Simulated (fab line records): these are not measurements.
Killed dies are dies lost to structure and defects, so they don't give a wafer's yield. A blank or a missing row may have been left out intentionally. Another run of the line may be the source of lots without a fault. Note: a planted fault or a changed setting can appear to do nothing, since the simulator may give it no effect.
Struck lot and sound lot, side by side / flow sky130 / 17 out of 708 route steps
Sound: the wafers L863.1, L863.5, L863.6. Struck: wafers L871.2, L871.3, L871.4. The cause is named last.
Order at every step that has rows: each side's tool, ch and its chambers, its first start. Under that, the readings that differ: sound wafers / struck wafers / difference of the means / sigmas: that difference in standard deviations of wafers without a fault.
alike: same words and numbers on both sides, and readings whose means sit less than 2 such deviations apart. not compared: any withheld reading, any reading some wafer has no value for, any bound like >300 that may hide the same value, and any number with overlapping values for which the record gives no deviation.
The two part at a step that has a row with sigmas, a row that says differs or no value, or rows on one side only. When numbers do not overlap yet have no deviation, they are printed without sigmas and do not part them. A reading missing from all wafers of one side parts the sides only when that side holds two or more wafers.

SKY_POLY_GATE_THK_MEAS_04:
  sound: film-metro-04 at day 19 00:22; struck: film-metro-04 at day 22 16:31
  alike: POLY_GATE_CVD_03_THK
then, 8 steps without rows for these wafers: SKY_POLY_GATE_DEHYDRATE_05 (time 60 s); SKY_POLY_GATE_HMDS_06 (prime time 60 s); SKY_POLY_GATE_COAT_07 (resist thk 110 nm); SKY_POLY_GATE_COAT_08 (resist thk 450 nm); SKY_POLY_GATE_SOFTBAKE_09 (time 90 s); SKY_POLY_GATE_EXPOSE_10 (exposes mask P1M, target cd 150 nm); SKY_POLY_GATE_PEB_11; SKY_POLY_GATE_DEVELOP_12 (develop time 60 s).
SKY_POLY_GATE_CD_MEAS_13 targets a cd of 150 nm.
  sound: cd-sem-02 at day 20 07:52; struck: cd-sem-02 at day 23 23:26
  alike: cd-nm
SKY_POLY_GATE_OVL_MEAS_14:
  sound: overlay-02 at day 20 07:59; struck: overlay-01 at day 23 23:32
  alike: POLY_GATE_OVL
SKY_POLY_GATE_ETCH_15: etches BARC in N2/H2, stops on SiO2, time 118.5 s, target depth 110 nm.
  sound on rie-diel-04 ch 2,3, day 20 08:01; struck on rie-diel-01 ch 0,2, day 23 23:34
reading=n2-flow-sccm (sccm); sound=100.40 100.11 99.92; struck=99.50 99.63 99.17; difference=-0.71; sigmas=-2
  alike: drypump-motor-current-A, oes-product-au, throttle-valve-pct
  not compared: rf-hours-counter-h
SKY_POLY_GATE_ETCH_16: etches Si3N4 in CH3F/O2, stops on poly-Si, time 147.5 s, target depth 75 nm.
  sound on rie-diel-04 ch 2,3, day 20 08:07; struck on rie-diel-01 ch 0,2, day 23 23:39
reading=model.KrF-thick_of_POLY_GATE_COAT_08.thk-nm (nm); sound=236 236.7 238.9; struck=254.5 252.9 255.8; difference=+17.2; sigmas=
  alike: drypump-motor-current-A, oes-product-au, throttle-valve-pct
  not compared: rf-hours-counter-h
SKY_POLY_GATE_ETCH_17: etches poly-Si in HBr/Cl2, stops on SiO2, target depth 180 nm, time 70.5 s.
  sound on rie-si-01 ch 0,2,3, day 20 08:12; struck on rie-si-01 ch 0,1,2, day 23 23:45
reading=model.KrF-thick_of_POLY_GATE_COAT_08.thk-nm (nm); sound=142.8 144.6 142.2; struck=162.4 156.9 160.5; difference=+16.7; sigmas=
  alike: drypump-motor-current-A, oes-product-au, throttle-valve-pct
  not compared: rf-hours-counter-h
SKY_POLY_GATE_STRIP_18: strips in O2/N2.
  sound on plasma-asher-04 ch 0,1, day 20 08:16; struck on plasma-asher-04 ch 0,1, day 23 23:49
reading=strip-time-to-endpoint-s (s); sound=3.20 3.22 3.21; struck=3.42 3.35 3.40; difference=+0.18; sigmas=+4
  alike: drypump-motor-current-A, n2-flow-sccm, oes-product-au
  not compared: rf-hours-counter-h
then, 1 step without rows for these wafers: SKY_POLY_GATE_CLEAN_19 (cleans in SC1/SC2, time 150 s).
-- a jump in the record: the struck wafers' starts before and after are 27 days apart (it breaks off in module POLY_GATE and resumes in module PAD_OPEN, where the first step shown is number 708 of the route) --
SKY_PAD_OPEN_PROBE_99:
  sound: prober-01 at day 48 10:02; struck: prober-02 at day 50 13:23
reading=killed-at-contacts; sound=29 34 25; struck=20 19 15; difference=-11; sigmas=-2
reading=killed-dies; sound=96 92 99; struck=74 75 64; difference=-25; sigmas=-3
  alike: killed_at_M0_to_M3, killed_at_M4_up, killed-at-front-end, killed-at-other, killed-on-rim, killed-open, killed-short

== WHERE THEY PART ==
First at SKY_POLY_GATE_ETCH_15; last, within this record, at SKY_PAD_OPEN_PROBE_99.

WHY: what had been put in by the simulator
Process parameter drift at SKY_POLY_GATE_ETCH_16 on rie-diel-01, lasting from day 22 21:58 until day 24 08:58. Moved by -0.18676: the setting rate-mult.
